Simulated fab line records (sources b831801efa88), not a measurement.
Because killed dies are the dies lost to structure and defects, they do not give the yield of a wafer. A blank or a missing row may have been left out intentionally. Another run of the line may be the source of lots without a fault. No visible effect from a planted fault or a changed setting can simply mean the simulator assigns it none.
Which tool was responsible? | flow sky130 | 36 wafers sampled from 12 lots at 1 step of a route of 708

## WHAT THE GAUGES READ, wafer by wafer
SKY_CAP2M_OVL_MEAS_12.
lot  | measured     | on         | CAP2M_OVL (nm)
L696 | day 39 12:01 | overlay-02 | 0.7 0.2 1.0
L697 | day 40 14:22 | overlay-01 | 0.0 0.7 0.0
L698 | day 41 10:37 | overlay-02 | 1.6 0.1 0.5
L699 | day 42 04:25 | overlay-01 | 1.8 1.9 0.3
L700 | day 42 06:28 | overlay-02 | 0.3 -1.1 0.7
L706 | day 44 05:43 | overlay-02 | -0.6 1.3 1.3
L709 | day 45 21:19 | overlay-01 | 1.5 0.1 2.7
L712 | day 45 22:33 | overlay-02 | 1.9 1.2 2.2
L711 | day 45 23:23 | overlay-02 | 0.7 1.7 1.1
L714 | day 46 03:04 | overlay-01 | 2.6 1.3 2.8
L716 | day 46 17:21 | overlay-01 | 3.1 3.2 1.0
L718 | day 47 09:55 | overlay-01 | 0.1 1.7 0.7

## WHICH TOOL RAN EACH LOT (tool, then ch and the chambers of the sampled wafers, then the start)
The record shows no process step preceding these readings.

## AS READ BY THE TOOLS THEMSELVES (means over the sampled wafers that have a number; for cases with no such wafer, the mark the record gives instead)
The record holds no such reading with a usual standard deviation.

## THE ANSWER, worked out from the rows above alone
Rule: the usual values come from the lots themselves. Put in order of their means at a reading, lots are off if they are a third of the lots or fewer, leave a main group of 4 or more, and stand apart from it by a gap of 3 or more times the standard deviation of the main group's means; of several such gaps the widest counts. A main group whose means are all the same, to the digits that the tables above print for the reading, isn't used. A lot without any number at a reading at which 4 lots or more have one is off too. Any other lot the step has rows for is counted as sound. Order of review: gauges by route order, followed by the tools' own readings, for which a lot's mean as printed above is used. At the first step where some lot is off, the reading lying furthest off is the one used; lots without a number count as furthest.
No lot is off at any reading shown: from this, nothing can be told.

## WHAT WAS PUT IN BY THE SIMULATOR
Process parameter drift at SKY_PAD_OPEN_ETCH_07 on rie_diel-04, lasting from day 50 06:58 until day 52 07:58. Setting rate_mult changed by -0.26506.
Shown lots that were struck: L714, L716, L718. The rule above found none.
